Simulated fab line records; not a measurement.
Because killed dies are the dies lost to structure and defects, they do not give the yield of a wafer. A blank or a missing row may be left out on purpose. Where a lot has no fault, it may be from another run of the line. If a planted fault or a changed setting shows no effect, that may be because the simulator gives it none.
2 desks, one fault + flow sky130 + each desk holds nothing but its own numbers, with what lay behind them at the end

== TOOL OWNER'S DESK, hdpcvd-02 ==
The tool's own readings at SKY_VIA3_HDPCVD_00 (deposits SiO2, target thk 1635 nm, time 272.5 s): means of the sampled wafers that have a number, for each lot that ran on this tool. The brackets show how far a lot's mean lies from the usual mean; more than 4 standard deviations puts the lot out of limits, marked OUT.
Columns: A = run length s at SKY_VIA3_HDPCVD_00, usual 300.3 s
| lot  | first seen here | A               |
|------|-----------------|-----------------|
| L668 | day 38 12:28    | 300.5           |
| L674 | day 40 11:04    | 300.2           |
| L679 | day 41 21:23    | 300.5           |
| L681 | day 42 19:37    | 309.5 (+18) OUT |
| L683 | day 43 12:55    | 318.4 (+36) OUT |
This desk finds L681, L683 out of limits, L681 being first, at day 42 19:37 (run length s at SKY_VIA3_HDPCVD_00). Within limits: L668, L674, L679.

== AT THE METROLOGY DESK ==
What the gauges read for every lot (on any tool): the sampled wafers with a number, averaged. The brackets show how far a lot's mean lies from the usual mean; more than 4 standard deviations puts the lot out of limits, marked OUT.
Columns: A = VIA3_HDPCVD_THK at SKY_VIA3_THK_MEAS_01, usual 1629 nm; B = CAP2M_TIN_THK at SKY_CAP2M_THK_MEAS_04, usual 201.1 nm
| lot  | first seen here | A               | B     |
|------|-----------------|-----------------|-------|
| L668 | day 38 12:38    | 1618            | 198.6 |
| L670 | day 38 20:08    | 1623            | 201.7 |
| L671 | day 39 05:56    | 1627            | 198.0 |
| L672 | day 39 12:43    | 1654            | 200.0 |
| L673 | day 40 09:28    | 1602            | 200.6 |
| L674 | day 40 11:14    | 1636            | 201.6 |
| L675 | day 40 18:57    | 1613            | 201.8 |
| L676 | day 41 15:26    | 1598            | 199.0 |
| L679 | day 41 21:33    | 1639            | 199.6 |
| L680 | day 42 05:20    | 1608            | 197.5 |
| L681 | day 42 19:47    | 1662            | 198.8 |
| L683 | day 43 13:05    | 1762 (+7.8) OUT | 205.0 |
Finding of this desk: L683 out of limits, first seen on L683 at day 43 13:05 (VIA3_HDPCVD_THK at SKY_VIA3_THK_MEAS_01). Within limits: L668, L670, L671, L672, L673, L674, L675, L676, L679, L680, L681.

== ALL TOGETHER ==
The tool owner's desk could have raised an alarm at day 42 19:37, on L681, L683.
Metrology desk: alarm possible at day 43 13:05 on L683.
The metrology desk holds a record of L681, inside its limits.
Of the lots named, all ran SKY_VIA3_HDPCVD_00 on hdpcvd-02.

== WHAT THE SIMULATOR HAD PUT IN ==
hdpcvd-02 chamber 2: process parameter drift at SKY_VIA3_HDPCVD_00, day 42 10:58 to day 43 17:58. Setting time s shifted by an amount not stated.
Lots struck among those shown: L681, L683.
Counting hours from when the fault started, the first reading out of limits came at 9 for the tool owner's desk and at 26 for the metrology desk.
